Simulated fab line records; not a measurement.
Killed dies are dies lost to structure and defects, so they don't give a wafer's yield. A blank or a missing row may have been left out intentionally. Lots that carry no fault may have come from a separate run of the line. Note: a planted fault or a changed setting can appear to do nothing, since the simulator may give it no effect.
Which tool was responsible? :: flow gf180mcu :: 24 lots, 72 wafers sampled, at 6 steps of a route of 602

WHAT EACH GAUGE READ, for each wafer
GF_M1_CD_MEAS_14: the cd target is 230 nm. Usual: cd_nm reads 230.4 nm (standard deviation 1.2).
lot: L074
measured: day 17 04:52
on: cd_sem-02
cd_nm (nm): 231.7 232.4 231.6
flag: 

lot: L075
measured: day 17 16:08
on: cd_sem-02
cd_nm (nm): 230.3 230.3 230.2
flag: 

lot: L076
measured: day 17 17:22
on: cd_sem-02
cd_nm (nm): 229.7 230.2 230.2
flag: 

lot: L077
measured: day 18 03:10
on: cd_sem-02
cd_nm (nm): 232.1 231.5 231.0
flag: 

lot: L078
measured: day 18 14:25
on: cd_sem-02
cd_nm (nm): 228.4 230.4 229.9
flag: 

lot: L079
measured: day 19 03:07
on: cd_sem-02
cd_nm (nm): 231.1 230.4 231.7
flag: 

lot: L080
measured: day 19 11:28
on: cd_sem-02
cd_nm (nm): 231.4 232.7 230.1
flag: 

lot: L081
measured: day 19 17:28
on: cd_sem-01
cd_nm (nm): 231.5 230.1 230.7
flag: 

lot: L082
measured: day 20 06:41
on: cd_sem-02
cd_nm (nm): 229.4 229.5 229.4
flag: 

lot: L083
measured: day 20 12:33
on: cd_sem-02
cd_nm (nm): 230.5 230.5 230.6
flag: 

lot: L084
measured: day 20 21:32
on: cd_sem-01
cd_nm (nm): 230.0 229.9 229.5
flag: 

lot: L085
measured: day 21 02:02
on: cd_sem-02
cd_nm (nm): 230.6 229.1 229.4
flag: 

lot: L086
measured: day 21 15:43
on: cd_sem-02
cd_nm (nm): 229.3 230.2 232.0
flag: 

lot: L087
measured: day 21 18:38
on: cd_sem-01
cd_nm (nm): 232.4 233.5 232.0
flag: 

lot: L088
measured: day 22 15:43
on: cd_sem-01
cd_nm (nm): 230.4 230.6 230.5
flag: 

lot: L089
measured: day 22 17:15
on: cd_sem-02
cd_nm (nm): 230.6 229.9 230.2
flag: 

lot: L090
measured: day 23 01:59
on: cd_sem-02
cd_nm (nm): 228.5 228.9 228.1
flag: 

lot: L091
measured: day 23 05:31
on: cd_sem-02
cd_nm (nm): 229.0 229.7 229.1
flag: 

lot: L092
measured: day 23 10:13
on: cd_sem-02
cd_nm (nm): 226.5 227.4 227.7
flag: 

lot: L093
measured: day 23 19:40
on: cd_sem-01
cd_nm (nm): 230.3 230.2 230.9
flag: 

lot: L094
measured: day 24 06:31
on: cd_sem-02
cd_nm (nm): 231.2 229.8 230.9
flag: 

lot: L095
measured: day 24 12:47
on: cd_sem-02
cd_nm (nm): 230.9 231.1 231.3
flag: 

lot: L096
measured: day 24 17:08
on: cd_sem-01
cd_nm (nm): 229.1 230.3 230.9
flag: 

lot: L097
measured: day 25 01:59
on: cd_sem-02
cd_nm (nm): 231.7 231.6 230.9
flag: 

GF_M4_CD_MEAS_14: the cd target is 280 nm. Usual: cd_nm reads 279.9 nm (standard deviation 1.2).
lot: L074
measured: day 23 10:03
on: cd_sem-02
cd_nm (nm): 280.0 280.1 280.8
flag: 

lot: L075
measured: day 23 19:48
on: cd_sem-01
cd_nm (nm): 281.0 279.7 281.0
flag: 

lot: L076
measured: day 23 20:59
on: cd_sem-01
cd_nm (nm): 280.9 281.1 281.5
flag: 

lot: L077
measured: day 24 07:35
on: cd_sem-02
cd_nm (nm): 279.6 280.5 280.3
flag: 

lot: L078
measured: day 24 18:54
on: cd_sem-01
cd_nm (nm): 280.7 279.8 280.7
flag: 

lot: L079
measured: day 25 05:56
on: cd_sem-01
cd_nm (nm): 279.8 280.4 279.3
flag: 

lot: L080
measured: day 25 14:48
on: cd_sem-02
cd_nm (nm): 280.7 279.9 279.9
flag: 

lot: L081
measured: day 25 19:07
on: cd_sem-02
cd_nm (nm): 277.5 278.4 278.7
flag: 

lot: L082
measured: day 26 07:08
on: cd_sem-01
cd_nm (nm): 281.4 280.4 281.6
flag: 

lot: L083
measured: day 26 12:22
on: cd_sem-01
cd_nm (nm): 281.4 283.0 279.4
flag: 

lot: L084
measured: day 26 20:32
on: cd_sem-02
cd_nm (nm): 281.2 279.7 278.8
flag: 

lot: L085
measured: day 26 23:59
on: cd_sem-01
cd_nm (nm): 279.3 280.5 279.3
flag: 

lot: L086
measured: day 27 14:12
on: cd_sem-01
cd_nm (nm): 280.6 279.2 280.4
flag: 

lot: L087
measured: day 27 15:44
on: cd_sem-01
cd_nm (nm): 279.3 278.0 278.2
flag: 

lot: L088
measured: day 28 10:06
on: cd_sem-01
cd_nm (nm): 279.9 279.9 280.6
flag: 

lot: L089
measured: day 28 13:43
on: cd_sem-01
cd_nm (nm): 278.5 278.8 279.8
flag: 

lot: L090
measured: day 28 18:46
on: cd_sem-01
cd_nm (nm): 282.5 281.0 281.3
flag: 

lot: L091
measured: day 28 20:40
on: cd_sem-01
cd_nm (nm): 280.2 279.4 280.4
flag: 

lot: L092
measured: day 29 02:22
on: cd_sem-01
cd_nm (nm): 278.0 277.3 277.6
flag: 

lot: L093
measured: day 29 10:14
on: cd_sem-01
cd_nm (nm): 282.7 280.1 281.4
flag: 

lot: L094
measured: day 29 18:05
on: cd_sem-01
cd_nm (nm): 276.6 277.3 278.2
flag: 

lot: L095
measured: day 30 00:12
on: cd_sem-01
cd_nm (nm): 280.3 280.4 281.0
flag: 

lot: L096
measured: day 30 03:03
on: cd_sem-01
cd_nm (nm): 279.6 280.4 281.0
flag: 

lot: L097
measured: day 30 09:15
on: cd_sem-01
cd_nm (nm): 280.7 278.8 278.6
flag: 

WHAT TOOL EACH LOT RAN ON (gives the tool, then ch and the chambers of the sampled wafers, and finally the start)
lot: L074
GF_CONTACT_CVD_02: pecvd-02 ch 0,2, day 15 07:52
GF_V1_ETCH_16: rie_diel-01 ch 0,1,3, day 18 05:58
GF_M3_SPUTTER_01: pvd_sputter-04, day 20 10:25
GF_M3_SPUTTER_03: pvd_sputter-04, day 20 10:28

lot: L075
GF_CONTACT_CVD_02: pecvd-02 ch 0,1,2, day 15 17:29
GF_V1_ETCH_16: rie_diel-03 ch 0,1, day 18 17:04
GF_M3_SPUTTER_01: pvd_sputter-03, day 20 21:14
GF_M3_SPUTTER_03: pvd_sputter-03, day 20 21:17

lot: L076
GF_CONTACT_CVD_02: pecvd-01 ch 1,2, day 15 18:43
GF_V1_ETCH_16: rie_diel-02 ch 0,1,2, day 18 18:44
GF_M3_SPUTTER_01: pvd_sputter-03, day 20 22:38
GF_M3_SPUTTER_03: pvd_sputter-03, day 20 22:41

lot: L077
GF_CONTACT_CVD_02: pecvd-01 ch 0,1,2, day 16 03:28
GF_V1_ETCH_16: rie_diel-01 ch 0,1,2, day 19 04:26
GF_M3_SPUTTER_01: pvd_sputter-04, day 21 08:14
GF_M3_SPUTTER_03: pvd_sputter-04, day 21 08:17

lot: L078
GF_CONTACT_CVD_02: pecvd-01 ch 0,1,2, day 16 14:52
GF_V1_ETCH_16: rie_diel-01 ch 0,3, day 19 16:47
GF_M3_SPUTTER_01: pvd_sputter-01, day 21 20:32
GF_M3_SPUTTER_03: pvd_sputter-01, day 21 20:35

lot: L079
GF_CONTACT_CVD_02: pecvd-01 ch 0,1,2, day 17 01:53
GF_V1_ETCH_16: rie_diel-02 ch 2,3, day 20 03:47
GF_M3_SPUTTER_01: pvd_sputter-01, day 22 07:59
GF_M3_SPUTTER_03: pvd_sputter-01, day 22 08:03

lot: L080
GF_CONTACT_CVD_02: pecvd-04 ch 0,1,2, day 17 10:29
GF_V1_ETCH_16: rie_diel-02 ch 2,3, day 20 12:32
GF_M3_SPUTTER_01: pvd_sputter-01, day 22 16:39
GF_M3_SPUTTER_03: pvd_sputter-01, day 22 16:43

lot: L081
GF_CONTACT_CVD_02: pecvd-02 ch 0,1,2, day 17 16:32
GF_V1_ETCH_16: rie_diel-01 ch 1,2, day 20 19:05
GF_M3_SPUTTER_01: pvd_sputter-01, day 22 22:23
GF_M3_SPUTTER_03: pvd_sputter-01, day 22 22:26

lot: L082
GF_CONTACT_CVD_02: pecvd-04 ch 0,1,2, day 18 05:07
GF_V1_ETCH_16: rie_diel-03 ch 0,1,3, day 21 08:04
GF_M3_SPUTTER_01: pvd_sputter-04, day 23 10:55
GF_M3_SPUTTER_03: pvd_sputter-04, day 23 10:58

lot: L083
GF_CONTACT_CVD_02: pecvd-01 ch 0,1,2, day 18 11:37
GF_V1_ETCH_16: rie_diel-02 ch 0,1,3, day 21 13:56
GF_M3_SPUTTER_01: pvd_sputter-01, day 23 16:43
GF_M3_SPUTTER_03: pvd_sputter-01, day 23 16:47

lot: L084
GF_CONTACT_CVD_02: pecvd-01 ch 0,1, day 18 20:23
GF_V1_ETCH_16: rie_diel-01 ch 0,1,2, day 21 22:41
GF_M3_SPUTTER_01: pvd_sputter-04, day 23 23:16
GF_M3_SPUTTER_03: pvd_sputter-04, day 23 23:20

lot: L085
GF_CONTACT_CVD_02: pecvd-04 ch 0,1,2, day 19 00:28
GF_V1_ETCH_16: rie_diel-02 ch 0,1,3, day 22 03:13
GF_M3_SPUTTER_01: pvd_sputter-01, day 24 05:17
GF_M3_SPUTTER_03: pvd_sputter-01, day 24 05:20

lot: L086
GF_CONTACT_CVD_02: pecvd-01 ch 0,1,2, day 19 13:58
GF_V1_ETCH_16: rie_diel-03 ch 0,1,2, day 22 17:13
GF_M3_SPUTTER_01: pvd_sputter-01, day 24 19:32
GF_M3_SPUTTER_03: pvd_sputter-01, day 24 19:36

lot: L087
GF_CONTACT_CVD_02: pecvd-02 ch 0,1, day 19 17:25
GF_V1_ETCH_16: rie_diel-02 ch 0,2,3, day 22 19:11
GF_M3_SPUTTER_01: pvd_sputter-03, day 24 20:51
GF_M3_SPUTTER_03: pvd_sputter-03, day 24 20:55

lot: L088
GF_CONTACT_CVD_02: pecvd-04 ch 0,2, day 20 14:29
GF_V1_ETCH_16: rie_diel-03 ch 1,3, day 23 16:11
GF_M3_SPUTTER_01: pvd_sputter-03, day 25 17:38
GF_M3_SPUTTER_03: pvd_sputter-03, day 25 17:42

lot: L089
GF_CONTACT_CVD_02: pecvd-01 ch 0,1,2, day 20 16:01
GF_V1_ETCH_16: rie_diel-01 ch 1,2, day 23 17:40
GF_M3_SPUTTER_01: pvd_sputter-04, day 25 22:01
GF_M3_SPUTTER_03: pvd_sputter-04, day 25 22:04

lot: L090
GF_CONTACT_CVD_02: pecvd-04 ch 0,2, day 21 01:06
GF_V1_ETCH_16: rie_diel-01 ch 1,2,3, day 24 01:23
GF_M3_SPUTTER_01: pvd_sputter-01, day 26 02:08
GF_M3_SPUTTER_03: pvd_sputter-01, day 26 02:12

lot: L091
GF_CONTACT_CVD_02: pecvd-02 ch 1,2, day 21 04:55
GF_V1_ETCH_16: rie_diel-02 ch 1,3, day 24 05:07
GF_M3_SPUTTER_01: pvd_sputter-04, day 26 04:41
GF_M3_SPUTTER_03: pvd_sputter-04, day 26 04:45

lot: L092
GF_CONTACT_CVD_02: pecvd-02 ch 0,1,2, day 21 10:58
GF_V1_ETCH_16: rie_diel-03 ch 1,2, day 24 10:53
GF_M3_SPUTTER_01: pvd_sputter-03, day 26 11:29
GF_M3_SPUTTER_03: pvd_sputter-03, day 26 11:33

lot: L093
GF_CONTACT_CVD_02: pecvd-01 ch 0,1,2, day 21 20:40
GF_V1_ETCH_16: rie_diel-02 ch 1,2, day 24 20:26
GF_M3_SPUTTER_01: pvd_sputter-04, day 26 20:11
GF_M3_SPUTTER_03: pvd_sputter-04, day 26 20:15

lot: L094
GF_CONTACT_CVD_02: pecvd-02 ch 0,1,2, day 22 07:52
GF_V1_ETCH_16: rie_diel-02 ch 0,1,3, day 25 06:29
GF_M3_SPUTTER_01: pvd_sputter-01, day 27 04:47
GF_M3_SPUTTER_03: pvd_sputter-01, day 27 04:51

lot: L095
GF_CONTACT_CVD_02: pecvd-04 ch 0,2, day 22 13:40
GF_V1_ETCH_16: rie_diel-03 ch 0,1,2, day 25 12:44
GF_M3_SPUTTER_01: pvd_sputter-04, day 27 11:11
GF_M3_SPUTTER_03: pvd_sputter-04, day 27 11:14

lot: L096
GF_CONTACT_CVD_02: pecvd-01 ch 0,2, day 22 18:33
GF_V1_ETCH_16: rie_diel-02 ch 0,2,3, day 25 15:50
GF_M3_SPUTTER_01: pvd_sputter-04, day 27 13:46
GF_M3_SPUTTER_03: pvd_sputter-04, day 27 13:49

lot: L097
GF_CONTACT_CVD_02: pecvd-02 ch 1,2, day 23 04:40
GF_V1_ETCH_16: rie_diel-01 ch 0,1,2, day 26 00:44
GF_M3_SPUTTER_01: pvd_sputter-03, day 27 22:06
GF_M3_SPUTTER_03: pvd_sputter-03, day 27 22:10
- GF_CONTACT_CVD_02: deposits SiO2 from TEOS, target thk 860 nm, time 95.992 s.
- GF_V1_ETCH_16: etches BARC in N2/H2.
- GF_M3_SPUTTER_01: material TiN, target thk 30 nm, time 25 s.
- GF_M3_SPUTTER_03: material Ti, target thk 10 nm, time 6.7 s.

WHAT THE TOOLS THEMSELVES READ (means of the sampled wafers that have a number; where no wafer has one, the mark that the record gives instead)
GF_CONTACT_CVD_02. Usual: heater_power_w 717 W, standard deviation 130; rf_fwd_power_W 596.7 W, standard deviation 1.9.
lot: L074
tool: pecvd-02
heater_power_w (W): 619
rf_fwd_power_W (W): 595.4
flag: 

lot: L075
tool: pecvd-02
heater_power_w (W): 728
rf_fwd_power_W (W): 596.0
flag: 

lot: L076
tool: pecvd-01
heater_power_w (W): 716
rf_fwd_power_W (W): 599.4
flag: 

lot: L077
tool: pecvd-01
heater_power_w (W): 710
rf_fwd_power_W (W): 597.9
flag: 

lot: L078
tool: pecvd-01
heater_power_w (W): 715
rf_fwd_power_W (W): 597.3
flag: 

lot: L079
tool: pecvd-01
heater_power_w (W): 708
rf_fwd_power_W (W): 599.0
flag: 

lot: L080
tool: pecvd-04
heater_power_w (W): 632
rf_fwd_power_W (W): 596.8
flag: 

lot: L081
tool: pecvd-02
heater_power_w (W): 754
rf_fwd_power_W (W): 596.2
flag: 

lot: L082
tool: pecvd-04
heater_power_w (W): 643
rf_fwd_power_W (W): 595.4
flag: 

lot: L083
tool: pecvd-01
heater_power_w (W): 771
rf_fwd_power_W (W): 595.6
flag: 

lot: L084
tool: pecvd-01
heater_power_w (W): 671
rf_fwd_power_W (W): 597.5
flag: 

lot: L085
tool: pecvd-04
heater_power_w (W): 646
rf_fwd_power_W (W): 596.7
flag: 

lot: L086
tool: pecvd-01
heater_power_w (W): 672
rf_fwd_power_W (W): 597.2
flag: 

lot: L087
tool: pecvd-02
heater_power_w (W): 854
rf_fwd_power_W (W): 597.6
flag: 

lot: L088
tool: pecvd-04
heater_power_w (W): 634
rf_fwd_power_W (W): 597.3
flag: 

lot: L089
tool: pecvd-01
heater_power_w (W): 759
rf_fwd_power_W (W): 597.0
flag: 

lot: L090
tool: pecvd-04
heater_power_w (W): 639
rf_fwd_power_W (W): 597.7
flag: 

lot: L091
tool: pecvd-02
heater_power_w (W): 850
rf_fwd_power_W (W): 596.7
flag: 

lot: L092
tool: pecvd-02
heater_power_w (W): 755
rf_fwd_power_W (W): 597.0
flag: 

lot: L093
tool: pecvd-01
heater_power_w (W): 703
rf_fwd_power_W (W): 598.9
flag: 

lot: L094
tool: pecvd-02
heater_power_w (W): 761
rf_fwd_power_W (W): 595.3
flag: 

lot: L095
tool: pecvd-04
heater_power_w (W): 616
rf_fwd_power_W (W): 597.5
flag: 

lot: L096
tool: pecvd-01
heater_power_w (W): 790
rf_fwd_power_W (W): 599.4
flag: 

lot: L097
tool: pecvd-02
heater_power_w (W): 850
rf_fwd_power_W (W): 597.0
flag: 

GF_V1_ETCH_16. Usual: drypump_motor_current_A 5.6 A, standard deviation 0.4; oes_product_au 0.854 a.u., standard deviation 0.005; rf_fwd_power_W 495.5 W, standard deviation 1.8; throttle_valve_pct 13.224 %, standard deviation 0.0091.
lot: L074
tool: rie_diel-01
drypump_motor_current_A (A): 5.8
oes_product_au (a.u.): 0.853
rf_fwd_power_W (W): 496.2
throttle_valve_pct (%): 13.219
flag: 

lot: L075
tool: rie_diel-03
drypump_motor_current_A (A): 5.6
oes_product_au (a.u.): 0.857
rf_fwd_power_W (W): 494.1
throttle_valve_pct (%): 13.226
flag: 

lot: L076
tool: rie_diel-02
drypump_motor_current_A (A): 5.7
oes_product_au (a.u.): 0.857
rf_fwd_power_W (W): 493.5
throttle_valve_pct (%): 13.226
flag: 

lot: L077
tool: rie_diel-01
drypump_motor_current_A (A): 5.5
oes_product_au (a.u.): 0.854
rf_fwd_power_W (W): 495.2
throttle_valve_pct (%): 13.223
flag: 

lot: L078
tool: rie_diel-01
drypump_motor_current_A (A): 5.9
oes_product_au (a.u.): 0.855
rf_fwd_power_W (W): 494.2
throttle_valve_pct (%): 13.217
flag: 

lot: L079
tool: rie_diel-02
drypump_motor_current_A (A): 5.3
oes_product_au (a.u.): 0.856
rf_fwd_power_W (W): 495.2
throttle_valve_pct (%): 13.220
flag: 

lot: L080
tool: rie_diel-02
drypump_motor_current_A (A): 5.3
oes_product_au (a.u.): 0.856
rf_fwd_power_W (W): 495.4
throttle_valve_pct (%): 13.217
flag: 

lot: L081
tool: rie_diel-01
drypump_motor_current_A (A): 5.3
oes_product_au (a.u.): 0.856
rf_fwd_power_W (W): 497.7
throttle_valve_pct (%): 13.220
flag: 

lot: L082
tool: rie_diel-03
drypump_motor_current_A (A): 5.6
oes_product_au (a.u.): 0.854
rf_fwd_power_W (W): 495.4
throttle_valve_pct (%): 13.218
flag: 

lot: L083
tool: rie_diel-02
drypump_motor_current_A (A): 5.4
oes_product_au (a.u.): 0.857
rf_fwd_power_W (W): 494.1
throttle_valve_pct (%): 13.223
flag: 

lot: L084
tool: rie_diel-01
drypump_motor_current_A (A): 5.5
oes_product_au (a.u.): 0.860
rf_fwd_power_W (W): 493.8
throttle_valve_pct (%): 13.226
flag: 

lot: L085
tool: rie_diel-02
drypump_motor_current_A (A): 5.4
oes_product_au (a.u.): 0.852
rf_fwd_power_W (W): 494.3
throttle_valve_pct (%): 13.218
flag: 

lot: L086
tool: rie_diel-03
drypump_motor_current_A (A): 5.6
oes_product_au (a.u.): 0.855
rf_fwd_power_W (W): 496.9
throttle_valve_pct (%): 13.214
flag: 

lot: L087
tool: rie_diel-02
drypump_motor_current_A (A): 5.6
oes_product_au (a.u.): 0.854
rf_fwd_power_W (W): 494.6
throttle_valve_pct (%): 13.224
flag: 

lot: L088
tool: rie_diel-03
drypump_motor_current_A (A): 6.0
oes_product_au (a.u.): 0.852
rf_fwd_power_W (W): 498.0
throttle_valve_pct (%): 13.228
flag: 

lot: L089
tool: rie_diel-01
drypump_motor_current_A (A): 5.3
oes_product_au (a.u.): 0.853
rf_fwd_power_W (W): 496.6
throttle_valve_pct (%): 13.224
flag: 

lot: L090
tool: rie_diel-01
drypump_motor_current_A (A): 5.5
oes_product_au (a.u.): 0.851
rf_fwd_power_W (W): 495.7
throttle_valve_pct (%): 13.231
flag: 

lot: L091
tool: rie_diel-02
drypump_motor_current_A (A): 5.1
oes_product_au (a.u.): 0.847
rf_fwd_power_W (W): 495.5
throttle_valve_pct (%): 13.222
flag: 

lot: L092
tool: rie_diel-03
drypump_motor_current_A (A): 5.9
oes_product_au (a.u.): 0.852
rf_fwd_power_W (W): 495.5
throttle_valve_pct (%): 13.234
flag: 

lot: L093
tool: rie_diel-02
drypump_motor_current_A (A): 5.5
oes_product_au (a.u.): 0.854
rf_fwd_power_W (W): 494.6
throttle_valve_pct (%): 13.229
flag: 

lot: L094
tool: rie_diel-02
drypump_motor_current_A (A): 5.4
oes_product_au (a.u.): 0.860
rf_fwd_power_W (W): 495.9
throttle_valve_pct (%): 13.230
flag: 

lot: L095
tool: rie_diel-03
drypump_motor_current_A (A): 5.6
oes_product_au (a.u.): 0.859
rf_fwd_power_W (W): 497.9
throttle_valve_pct (%): 13.232
flag: 

lot: L096
tool: rie_diel-02
drypump_motor_current_A (A): 5.6
oes_product_au (a.u.): 0.852
rf_fwd_power_W (W): 496.5
throttle_valve_pct (%): 13.220
flag: 

lot: L097
tool: rie_diel-01
drypump_motor_current_A (A): 5.5
oes_product_au (a.u.): 0.855
rf_fwd_power_W (W): 495.0
throttle_valve_pct (%): 13.221
flag: 

GF_M3_SPUTTER_01. Usual: throttle_valve_pct reads 30.2 % (standard deviation 1).
lot: L074
tool: pvd_sputter-04
throttle_valve_pct (%): 31.1
flag: 

lot: L075
tool: pvd_sputter-03
throttle_valve_pct (%): 30.9
flag: 

lot: L076
tool: pvd_sputter-03
throttle_valve_pct (%): 30.1
flag: 

lot: L077
tool: pvd_sputter-04
throttle_valve_pct (%): 30.8
flag: 

lot: L078
tool: pvd_sputter-01
throttle_valve_pct (%): 29.8
flag: 

lot: L079
tool: pvd_sputter-01
throttle_valve_pct (%): 29.6
flag: 

lot: L080
tool: pvd_sputter-01
throttle_valve_pct (%): 30.0
flag: 

lot: L081
tool: pvd_sputter-01
throttle_valve_pct (%): 29.2
flag: 

lot: L082
tool: pvd_sputter-04
throttle_valve_pct (%): 30.4
flag: 

lot: L083
tool: pvd_sputter-01
throttle_valve_pct (%): 29.6
flag: 

lot: L084
tool: pvd_sputter-04
throttle_valve_pct (%): 31.0
flag: 

lot: L085
tool: pvd_sputter-01
throttle_valve_pct (%): 29.6
flag: 

lot: L086
tool: pvd_sputter-01
throttle_valve_pct (%): 29.4
flag: 

lot: L087
tool: pvd_sputter-03
throttle_valve_pct (%): 29.9
flag: 

lot: L088
tool: pvd_sputter-03
throttle_valve_pct (%): 29.3
flag: 

lot: L089
tool: pvd_sputter-04
throttle_valve_pct (%): 30.9
flag: 

lot: L090
tool: pvd_sputter-01
throttle_valve_pct (%): 29.9
flag: 

lot: L091
tool: pvd_sputter-04
throttle_valve_pct (%): 30.9
flag: 

lot: L092
tool: pvd_sputter-03
throttle_valve_pct (%): 30.1
flag: 

lot: L093
tool: pvd_sputter-04
throttle_valve_pct (%): 30.9
flag: 

lot: L094
tool: pvd_sputter-01
throttle_valve_pct (%): 29.7
flag: 

lot: L095
tool: pvd_sputter-04
throttle_valve_pct (%): 30.4
flag: 

lot: L096
tool: pvd_sputter-04
throttle_valve_pct (%): 30.9
flag: 

lot: L097
tool: pvd_sputter-03
throttle_valve_pct (%): 30.3
flag: 

GF_M3_SPUTTER_03. Usual: throttle_valve_pct reads 30.2 % (standard deviation 1).
lot: L074
tool: pvd_sputter-04
throttle_valve_pct (%): 31.1
flag: 

lot: L075
tool: pvd_sputter-03
throttle_valve_pct (%): 30.7
flag: 

lot: L076
tool: pvd_sputter-03
throttle_valve_pct (%): 30.1
flag: 

lot: L077
tool: pvd_sputter-04
throttle_valve_pct (%): 30.8
flag: 

lot: L078
tool: pvd_sputter-01
throttle_valve_pct (%): 29.5
flag: 

lot: L079
tool: pvd_sputter-01
throttle_valve_pct (%): 29.5
flag: 

lot: L080
tool: pvd_sputter-01
throttle_valve_pct (%): 29.9
flag: 

lot: L081
tool: pvd_sputter-01
throttle_valve_pct (%): 29.1
flag: 

lot: L082
tool: pvd_sputter-04
throttle_valve_pct (%): 30.4
flag: 

lot: L083
tool: pvd_sputter-01
throttle_valve_pct (%): 29.3
flag: 

lot: L084
tool: pvd_sputter-04
throttle_valve_pct (%): 31.0
flag: 

lot: L085
tool: pvd_sputter-01
throttle_valve_pct (%): 29.7
flag: 

lot: L086
tool: pvd_sputter-01
throttle_valve_pct (%): 29.3
flag: 

lot: L087
tool: pvd_sputter-03
throttle_valve_pct (%): 30.0
flag: 

lot: L088
tool: pvd_sputter-03
throttle_valve_pct (%): 29.2
flag: 

lot: L089
tool: pvd_sputter-04
throttle_valve_pct (%): 31.0
flag: 

lot: L090
tool: pvd_sputter-01
throttle_valve_pct (%): 30.1
flag: 

lot: L091
tool: pvd_sputter-04
throttle_valve_pct (%): 31.2
flag: 

lot: L092
tool: pvd_sputter-03
throttle_valve_pct (%): 30.0
flag: 

lot: L093
tool: pvd_sputter-04
throttle_valve_pct (%): 30.7
flag: 

lot: L094
tool: pvd_sputter-01
throttle_valve_pct (%): 29.6
flag: 

lot: L095
tool: pvd_sputter-04
throttle_valve_pct (%): 30.3
flag: 

lot: L096
tool: pvd_sputter-04
throttle_valve_pct (%): 31.0
flag: 

lot: L097
tool: pvd_sputter-03
throttle_valve_pct (%): 30.2
flag: 

THE ANSWER, worked out from the rows above alone
Rule: lot off if the mean of its wafers having a number is beyond 3 standard deviations from the usual mean. Also off: a lot with no number at a reading for which 4 or more lots have one. The other lots that the step has rows for count as sound. Order of review: gauges by route order, followed by the tools' own readings, for which a lot's mean as printed above is used. At the first step where some lot is off, the reading lying furthest off is the one used; lots without a number count as furthest.
Nothing can be told from this: no lot is off at any reading shown.

WHAT HAD BEEN PUT IN BY THE SIMULATOR
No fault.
